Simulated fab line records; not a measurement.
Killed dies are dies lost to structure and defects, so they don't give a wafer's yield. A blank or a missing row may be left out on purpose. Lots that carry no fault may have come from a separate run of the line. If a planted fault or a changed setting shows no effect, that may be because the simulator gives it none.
Which of the tools did it? ; flow sky130 ; Sampling: 11 lots, 33 wafers, 3 of 708 route steps

WHAT THE GAUGES READ, wafer by wafer
SKY_POLY_GATE_CD_MEAS_22. Usual: 150.8 nm for cd_nm, sd 2.2.
lot;measured;on;cd_nm (nm);flag
L293;day 16 19:38;cd_sem-02;147.7 152.1 153.1;
L295;day 17 10:41;cd_sem-02;150.8 152.6 151.7;
L296;day 17 17:01;cd_sem-02;149.5 154.3 151.4;
L302;day 21 03:15;cd_sem-02;154.8 151.7 152.1;
L304;day 21 06:35;cd_sem-02;153.1 150.2 154.9;
L308;day 22 20:02;cd_sem-01;150.1 150.7 149.4;
L309;day 23 06:49;cd_sem-01;152.2 150.9 146.9;
L312;day 24 02:55;cd_sem-02;151.6 153.5 153.5;
L313;day 24 01:22;cd_sem-01;150.3 153.7 150.9;
L314;day 24 11:19;cd_sem-01;149.2 149.0 149.7;
L315;day 24 16:37;cd_sem-01;153.5 155.1 152.9;

EACH LOT AND THE TOOL THAT RAN IT (in order: tool; ch and the chambers of the sampled wafers; start)
lot;SKY_FIELD_ISO_ETCH_14;SKY_FIELD_ISO_STRIP_16
L293;rie_diel-04 ch 0,1, day 2 10:07;plasma_asher-04 ch 0,1, day 2 10:14
L295;rie_diel-02 ch 0,1,3, day 2 19:07;plasma_asher-03 ch 0,1, day 2 19:13
L296;rie_diel-04 ch 0,1,2, day 3 01:19;plasma_asher-03 ch 0,1, day 3 01:25
L302;rie_diel-04 ch 2,3, day 4 08:40;plasma_asher-03 ch 0,1, day 4 08:46
L304;rie_diel-02 ch 1,2,3, day 4 20:28;plasma_asher-04 ch 0,1, day 4 20:34
L308;rie_diel-02 ch 1,2,3, day 5 14:16;plasma_asher-04 ch 0,1, day 5 14:22
L309;rie_diel-01 ch 1,2, day 6 01:31;plasma_asher-04 ch 0,1, day 6 01:37
L312;rie_diel-02 ch 0,1,3, day 6 16:20;plasma_asher-03 ch 0,1, day 6 16:28
L313;rie_diel-01 ch 2,3, day 6 16:34;plasma_asher-04 ch 0,1, day 6 16:40
L314;rie_diel-02 ch 1,2,3, day 7 05:04;plasma_asher-02 ch 0,1, day 7 05:10
L315;rie_diel-01 ch 1,2,3, day 7 05:28;plasma_asher-04 ch 0,1, day 7 05:34
- SKY_FIELD_ISO_ETCH_14: etches BARC in N2/H2, stops on SiO2, time 45.9 s, target depth 60 nm.
- SKY_FIELD_ISO_STRIP_16: strips in O2/N2.

AS READ BY THE TOOLS THEMSELVES (means over the sampled wafers that have a number; for cases with no such wafer, the mark the record gives instead)
SKY_FIELD_ISO_ETCH_14. Usual: drypump_motor_current_A 5.7 A, standard deviation 0.46; oes_product_au 0.855 a.u., standard deviation 0.0045; throttle_valve_pct 13.225 %, standard deviation 0.0095.
lot;tool;drypump_motor_current_A (A);oes_product_au (a.u.);throttle_valve_pct (%);flag
L293;rie_diel-04;5.4;0.858;13.229;
L295;rie_diel-02;5.8;0.859;13.226;
L296;rie_diel-04;5.3;0.861;13.217;
L302;rie_diel-04;5.6;0.853;13.232;
L304;rie_diel-02;5.9;0.855;13.221;
L308;rie_diel-02;5.8;0.855;13.222;
L309;rie_diel-01;5.6;0.852;13.218;
L312;rie_diel-02;5.8;0.855;13.225;
L313;rie_diel-01;5.5;0.856;13.213;
L314;rie_diel-02;5.8;0.854;13.231;
L315;rie_diel-01;5.5;0.851;13.229;

SKY_FIELD_ISO_STRIP_16. Usual: drypump_motor_current_A 5.4 A, standard deviation 0.43; oes_product_au 0.377 a.u., standard deviation 0.0047; strip_time_to_endpoint_s 3.528 s, standard deviation 0.03.
lot;tool;drypump_motor_current_A (A);oes_product_au (a.u.);strip_time_to_endpoint_s (s);flag
L293;plasma_asher-04;5.4;0.376;3.512;
L295;plasma_asher-03;5.2;0.379;3.542;
L296;plasma_asher-03;5.3;0.382;3.550;
L302;plasma_asher-03;5.1;0.384;3.621;OFF
L304;plasma_asher-04;5.4;0.386;3.535;
L308;plasma_asher-04;5.8;0.379;3.508;
L309;plasma_asher-04;5.8;0.377;3.525;
L312;plasma_asher-03;5.3;0.377;3.521;
L313;plasma_asher-04;5.4;0.377;3.542;
L314;plasma_asher-02;5.5;0.381;3.551;
L315;plasma_asher-04;5.4;0.372;3.517;

THE ANSWER, worked out from the rows above alone
Rule: lot off if the mean of its wafers having a number is beyond 3 standard deviations from the usual mean. A lot without any number at a reading at which 4 lots or more have one is off too. All remaining lots with rows at the step are treated as sound. After the gauges, taken in route order, come the tools' own readings; for these a lot's mean is taken, as printed above. The first step at which some lot is off is used, and at that step the reading that is off furthest; a lot without a number counts as furthest.
Off: L302, at SKY_FIELD_ISO_STRIP_16 (strip_time_to_endpoint_s).
A tool fits if, at that step or a process step before it, it ran every lot that is off, and no sound lot after the first of them. One fits: SKY_FIELD_ISO_ETCH_14 on rie_diel-04. Its last sound lot is L296 (day 3 01:19), its first lot that is off L302 (day 4 08:40): a fault that began between those two fits.

WHAT THE SIMULATOR PUT IN
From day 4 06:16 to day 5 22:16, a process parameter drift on rie_diel-04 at SKY_FIELD_ISO_ETCH_14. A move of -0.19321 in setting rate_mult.
Shown lots that were struck: L302. Same finding as the rule above.
